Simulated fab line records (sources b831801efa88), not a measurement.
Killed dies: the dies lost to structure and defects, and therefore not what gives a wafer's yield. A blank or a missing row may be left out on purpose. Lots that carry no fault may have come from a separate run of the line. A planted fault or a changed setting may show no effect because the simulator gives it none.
Split-lot study ; flow sky130 ; 5 lots, 23 wafers read, on a route of 708 steps

## SPLIT DETAILS
At SKY_LDD_N_COAT_02 (resist thk 300 nm), the setting spin_rpm was moved away from the recipe's 3000 rpm on 5 of the 23 wafers read, by +3.3% to +6.9%. This setting was run at the recipe's value on the other wafers.

## FROM THE SPLIT TO THE READING: what the file shows between them, 3 steps
- SKY_LDD_N_SOFTBAKE_03: time 60 s (also split here: temp_c)
- SKY_LDD_N_EXPOSE_04: exposes mask NTM, target cd 840 nm
- SKY_LDD_N_PEB_05

## THE READING
NOVOLAK_of_LDD_N_COAT_02.thk_nm (the simulator's own value, which no gauge read), in nm, at SKY_LDD_N_DEVELOP_06 (develop time 60 s). No usual value for it is given in the file. Here, 18 wafers ran the recipe; their average is 299.2 nm with a standard deviation of 0.81 nm.

wafer;tool, chamber at the split;spin_rpm as run, rpm;against the recipe;NOVOLAK_of_LDD_N_COAT_02.thk_nm, nm;against lot-mates on the recipe
L076.2;litho_track-02, 0;3208;+6.9%;292.1;-6.6
L076.3;litho_track-02, 0;3000;recipe;298.4;-
L076.4;litho_track-02, 0;3000;recipe;299.1;-
L076.5;litho_track-02, 0;3208;+6.9%;288.4;-10.4
L076.6;litho_track-02, 0;3208;+6.9%;291;-7.8
L079.1;litho_track-04, 0;3000;recipe;299.4;-
L079.2;litho_track-04, 0;3000;recipe;297.4;-
L079.3;litho_track-04, 0;3000;recipe;298.6;-
L079.4;litho_track-04, 0;3000;recipe;299.8;-
L079.5;litho_track-04, 0;3000;recipe;300.3;-
L081.1;litho_track-01, 0;3000;recipe;300.4;-
L081.2;litho_track-01, 0;3000;recipe;299.7;-
L081.6;litho_track-01, 0;3000;recipe;299.3;-
L080.1;litho_track-02, 0;3000;recipe;300.6;-
L080.3;litho_track-02, 0;3099;+3.3%;294.3;-5.1
L080.4;litho_track-02, 0;3000;recipe;299;-
L080.5;litho_track-02, 0;3000;recipe;298.7;-
L080.6;litho_track-02, 0;3099;+3.3%;294.8;-4.6
L085.1;litho_track-04, 0;3000;recipe;298;-
L085.2;litho_track-04, 0;3000;recipe;299;-
L085.4;litho_track-04, 0;3000;recipe;299.3;-
L085.5;litho_track-04, 0;3000;recipe;299.9;-
L085.6;litho_track-04, 0;3000;recipe;299.2;-

THE FIT
A straight line over all 23 wafers: NOVOLAK_of_LDD_N_COAT_02.thk_nm changes by -1.28 nm for each +1% of spin_rpm; r = -0.96; the points scatter about the line by 0.97 nm.
The same after taking each lot's own level away (the mean of its wafers on the recipe; 23 wafers): -1.22 nm for each +1%; r = -0.96; scatter 0.95 nm.
According to that fit, moving spin_rpm by its largest amount changes the reading by 8.5 nm.
Across the lots, their own levels run from 298.75 to 299.80 nm, a range of 1.3 times the standard deviation given above.
Consequently the slope shifts little with the lot-to-lot level, the two slopes agreeing.
Check: for one of the wafers moved furthest among these (+6.9%), held out of the fit, the line's prediction against its lot-mates is -9.27 nm. Against them it came out at -6.65 nm.

## FURTHER SPLITS ON THESE WAFERS
Other splits were also applied to these wafers ahead of the reading. Each is held against what the fit with the lots' levels taken away leaves over:
other split on the same wafers;wafers away from the commonest value;r with NOVOLAK_of_LDD_N_COAT_02.thk_nm (lot level and that fit taken away)
SKY_POLY_GATE_EXPOSE_10 dose_mj;10;+0.16
SKY_LDD_N_SOFTBAKE_03 temp_c;4;-0.54

## THE WHOLE CHAIN: every reading that the file lists as answering this split, in the file's order
step;what it does;reading;change (the file's fit);r (the file's)
SKY_LDD_N_COAT_02;resist thk 300 nm;NOVOLAK_of_LDD_N_COAT_02.thk_nm (the simulator's own value, which no gauge read);-1.42 nm for each +1% of the setting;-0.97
SKY_LDD_N_DEVELOP_06;develop time 60 s;NOVOLAK_of_LDD_N_COAT_02.thk_nm (the simulator's own value, which no gauge read);-1.24 nm for each +1% of the setting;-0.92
SKY_LDD_N_STRIP_16;strips in O2/N2;strip_time_to_endpoint_s;withheld for each +1% of the setting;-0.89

## THE FILE'S OWN FIT
NOVOLAK_of_LDD_N_COAT_02.thk_nm changes by -1.24 nm for each +1% of spin_rpm, r = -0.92.
